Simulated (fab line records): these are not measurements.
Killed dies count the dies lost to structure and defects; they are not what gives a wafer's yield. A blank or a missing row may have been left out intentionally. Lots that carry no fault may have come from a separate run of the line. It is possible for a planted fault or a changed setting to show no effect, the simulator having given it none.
Which of the tools did it? / flow sky130 / Sampling: 10 lots, 30 wafers, 4 of 708 route steps

## WHAT THE GAUGES READ, wafer by wafer
SKY_NWELL_THK_MEAS_02. Usual: NWELL_OXIDATION_THK typically reads 10.01 nm, with standard deviation 0.23.
lot=L881; measured=day 3 01:44; on=film metro-03; NWELL_OXIDATION_THK (nm)=9.92 9.77 9.90; flag=
lot=L882; measured=day 3 09:23; on=film metro-03; NWELL_OXIDATION_THK (nm)=9.74 9.90 9.64; flag=
lot=L883; measured=day 3 15:15; on=film metro-03; NWELL_OXIDATION_THK (nm)=9.76 9.54 9.62; flag=
lot=L884; measured=day 3 17:56; on=film metro-01; NWELL_OXIDATION_THK (nm)=9.71 9.84 9.71; flag=
lot=L888; measured=day 4 13:41; on=film metro-03; NWELL_OXIDATION_THK (nm)=10.38 10.05 9.99; flag=
lot=L894; measured=day 6 07:02; on=film metro-01; NWELL_OXIDATION_THK (nm)=9.99 9.79 9.82; flag=
lot=L896; measured=day 6 15:22; on=film metro-03; NWELL_OXIDATION_THK (nm)=9.99 10.10 9.93; flag=
lot=L899; measured=day 7 04:33; on=film metro-04; NWELL_OXIDATION_THK (nm)=10.31 10.27 10.11; flag=
lot=L900; measured=day 7 09:03; on=film metro-03; NWELL_OXIDATION_THK (nm)=10.12 9.86 10.04; flag=
lot=L901; measured=day 7 13:13; on=film metro-04; NWELL_OXIDATION_THK (nm)=9.85 9.71 9.89; flag=

SKY_VT_ADJUST_HVTP_CD_MEAS_07: the cd target is 380 nm. Usual: cd nm at 379 nm, with a standard deviation of 3.2.
lot=L881; measured=day 6 17:15; on=cd sem-02; cd nm (nm)=382 384 382; flag=
lot=L882; measured=day 7 01:27; on=cd sem-02; cd nm (nm)=384 384 382; flag=
lot=L883; measured=day 7 11:08; on=cd sem-01; cd nm (nm)=377 379 379; flag=
lot=L884; measured=day 7 13:20; on=cd sem-02; cd nm (nm)=- - -; flag=OFF
lot=L888; measured=day 8 13:14; on=cd sem-02; cd nm (nm)=387 388 385; flag=
lot=L894; measured=day 10 16:31; on=cd sem-02; cd nm (nm)=376 375 377; flag=
lot=L896; measured=day 11 01:41; on=cd sem-02; cd nm (nm)=379 381 379; flag=
lot=L899; measured=day 11 19:51; on=cd sem-02; cd nm (nm)=376 377 376; flag=
lot=L900; measured=day 11 23:29; on=cd sem-01; cd nm (nm)=380 380 380; flag=
lot=L901; measured=day 12 06:13; on=cd sem-01; cd nm (nm)=382 384 384; flag=

SKY_VT_ADJUST_HVTP_TW_MEAS_11. Usual: VT_ADJUST_HVTP_TW typically reads 1360, with standard deviation 13.
lot=L881; measured=day 6 17:38; on=film metro-02; VT_ADJUST_HVTP_TW=1374 1378 1377; flag=
lot=L882; measured=day 7 01:52; on=film metro-01; VT_ADJUST_HVTP_TW=1359 1355 1357; flag=
lot=L883; measured=day 7 11:32; on=film metro-01; VT_ADJUST_HVTP_TW=1356 1356 1359; flag=
lot=L884; measured=day 7 13:44; on=film metro-02; VT_ADJUST_HVTP_TW=30 30 30 30 30 30; flag=OFF
lot=L888; measured=day 8 13:38; on=film metro-01; VT_ADJUST_HVTP_TW=1349 1355 1350; flag=
lot=L894; measured=day 10 16:55; on=film metro-04; VT_ADJUST_HVTP_TW=1336 1335 1338; flag=
lot=L896; measured=day 11 02:04; on=film metro-02; VT_ADJUST_HVTP_TW=1369 1373 1373; flag=
lot=L899; measured=day 11 20:14; on=film metro-01; VT_ADJUST_HVTP_TW=1353 1353 1356; flag=
lot=L900; measured=day 11 23:52; on=film metro-02; VT_ADJUST_HVTP_TW=1370 1363 1366; flag=
lot=L901; measured=day 12 06:37; on=film metro-02; VT_ADJUST_HVTP_TW=1368 1369 1365; flag=

## WHICH TOOL RAN EACH LOT (tool, then ch and the chambers of the sampled wafers, then the start)
lot=L881; SKY_VT_ADJUST_HVTP_EXPOSE_04=iline stepper-02 ch 0, day 6 07:47
lot=L882; SKY_VT_ADJUST_HVTP_EXPOSE_04=iline stepper-01 ch 0, day 6 16:27
lot=L883; SKY_VT_ADJUST_HVTP_EXPOSE_04=iline stepper-02 ch 0, day 7 00:57
lot=L884; SKY_VT_ADJUST_HVTP_EXPOSE_04=iline stepper-01 ch 0, day 7 03:10
lot=L888; SKY_VT_ADJUST_HVTP_EXPOSE_04=iline stepper-01 ch 0, day 8 02:43
lot=L894; SKY_VT_ADJUST_HVTP_EXPOSE_04=iline stepper-02 ch 0, day 10 04:36
lot=L896; SKY_VT_ADJUST_HVTP_EXPOSE_04=iline stepper-01 ch 0, day 10 15:10
lot=L899; SKY_VT_ADJUST_HVTP_EXPOSE_04=iline stepper-02 ch 0, day 11 07:53
lot=L900; SKY_VT_ADJUST_HVTP_EXPOSE_04=iline stepper-02 ch 0, day 11 12:01
lot=L901; SKY_VT_ADJUST_HVTP_EXPOSE_04=iline stepper-01 ch 0, day 11 18:57
- SKY_VT_ADJUST_HVTP_EXPOSE_04: exposes mask HVTPM, target cd 380 nm.

## WHAT THE TOOLS THEMSELVES READ (means of the sampled wafers that have a number; where no wafer has one, the mark that the record gives instead)
SKY_VT_ADJUST_HVTP_EXPOSE_04. Usual: reticle temp C at 22.98 C, with a standard deviation of 0.1.
lot=L881; tool=iline stepper-02; reticle temp C (C)=23.00; flag=
lot=L882; tool=iline stepper-01; reticle temp C (C)=22.99; flag=
lot=L883; tool=iline stepper-02; reticle temp C (C)=23.07; flag=
lot=L884; tool=iline stepper-01; reticle temp C (C)=22.83; flag=
lot=L888; tool=iline stepper-01; reticle temp C (C)=23.12; flag=
lot=L894; tool=iline stepper-02; reticle temp C (C)=22.98; flag=
lot=L896; tool=iline stepper-01; reticle temp C (C)=22.90; flag=
lot=L899; tool=iline stepper-02; reticle temp C (C)=22.97; flag=
lot=L900; tool=iline stepper-02; reticle temp C (C)=23.03; flag=
lot=L901; tool=iline stepper-01; reticle temp C (C)=23.10; flag=

## THE ANSWER, worked out from the rows above alone
Rule: a lot is off if the mean of its wafers that have a number lies more than 3 standard deviations from the usual mean. A lot without any number at a reading at which 4 lots or more have one is off too. All remaining lots with rows at the step are treated as sound. After the gauges, taken in route order, come the tools' own readings; for these a lot's mean is taken, as printed above. The first step at which some lot is off is used, and at that step the reading that is off furthest; a lot without a number counts as furthest.
Off, at SKY_VT_ADJUST_HVTP_CD_MEAS_07 on cd nm: L884. Without a number there: L884.
If a tool, at a process step before that reading, ran all the lots that are off and no sound lot after the first of them, it fits. The gauges at SKY_VT_ADJUST_HVTP_CD_MEAS_07 aren't tried: what is off there is off at SKY_VT_ADJUST_HVTP_TW_MEAS_11 too, on other tools, and a gauge's error can't cause that. No candidate that was tried fits.

## WHAT THE SIMULATOR HAD INSERTED
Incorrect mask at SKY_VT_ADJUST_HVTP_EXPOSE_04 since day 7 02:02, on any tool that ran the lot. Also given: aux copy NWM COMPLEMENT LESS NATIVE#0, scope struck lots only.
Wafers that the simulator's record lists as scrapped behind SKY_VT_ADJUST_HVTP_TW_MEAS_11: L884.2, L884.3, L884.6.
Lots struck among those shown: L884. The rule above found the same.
